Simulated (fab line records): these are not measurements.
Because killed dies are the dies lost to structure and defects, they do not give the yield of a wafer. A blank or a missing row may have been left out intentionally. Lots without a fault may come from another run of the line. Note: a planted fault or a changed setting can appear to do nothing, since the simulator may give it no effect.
Problem report in the 8D (eight disciplines) form, filled by code -- flow sky130 -- the parts of the form that need people (team, actions taken, sign-off) are left out

## 1. THE ISSUE
Mean of dose ions cm2 at SKY_LDD_N_IMPLANT_14: 3.528e+12 across 6 wafers in 2 lots; on wafers with no fault it is 5.001e+12 (standard deviation 5.4e+09). That is -99 or more standard deviations from the usual mean.
First seen on wafer L763.1, day 20 12:37, on implanter-04. The record holds 39 wafers of 13 lots with a number at this step. The rule behind "out" and "out of limits": a value lying over 4 standard deviations away from the usual mean. All remaining wafers that have a number are taken as sound.

## 2. WHAT THIS IS AND IS NOT
question,is,is not
which readings at this step,"dose ions cm2, faraday current uA",rotation deg
which lots,"L763, L765","L756, L757, L758, L770, L771, L773, L774, L775, L776, L777, L779"
which wafers of those lots,all that have a number,-
read on which tools,implanter-04,"implanter-01, implanter-02"
when,from day 20 12:37,"up to then (9 sound wafers); but 24 sound wafers of L770, L771, L773, L774, L775, L776, L777, L779 came after"

## 3. SUSPECTS, AND WHAT RULES EACH OUT
Counting: any tool at a process step up to the reading is kept as a suspect provided that every lot that is out went through it and no sound lot did after the first of them.
- implanter-04 at SKY_LDD_N_IMPLANT_14: ruled out as a lasting fault. After its first lot that is out, L763 (day 20 12:37), sound lots L775, L777 ran on it.
Left after counting: nothing in the record.

## 4. THE CAUSE (what the simulator had put in)
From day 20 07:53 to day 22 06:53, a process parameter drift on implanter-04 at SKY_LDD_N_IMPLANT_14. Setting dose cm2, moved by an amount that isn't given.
Counting ruled it out, wrongly.

## 5. SEQUENCE OF EFFECTS, ordered by route
Rows list readings where the struck wafers' mean (over those with a number) sits beyond 3 standard deviations from the usual. Readings are gone through only where the record gives a usual standard deviation; hours: the median, over the lots, of the time from a lot's start at the first step in this table giving one to that lot's start at this step; sigmas: the change measured in usual standard deviations.
hours,step,reading,usual,on struck wafers,change,sigmas
0,SKY_LDD_N_IMPLANT_14,dose ions cm2,5.001e+12,3.528e+12,-1.473e+12,-99 or more
0,SKY_LDD_N_IMPLANT_14,faraday current uA,28.1,20.1,-8.0,-15
Process steps it contains:
- SKY_LDD_N_IMPLANT_14
At these later measuring or inspecting steps, every struck wafer for which the step has a row has a number for every such reading, and none has moved that far: SKY_LDD_P_TW_MEAS_11.

## 6. HOW IT WOULD HAVE BEEN CAUGHT EARLIER
First out-of-limits reading in this record: day 20 12:37, which is 5 hours after fault onset at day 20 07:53.
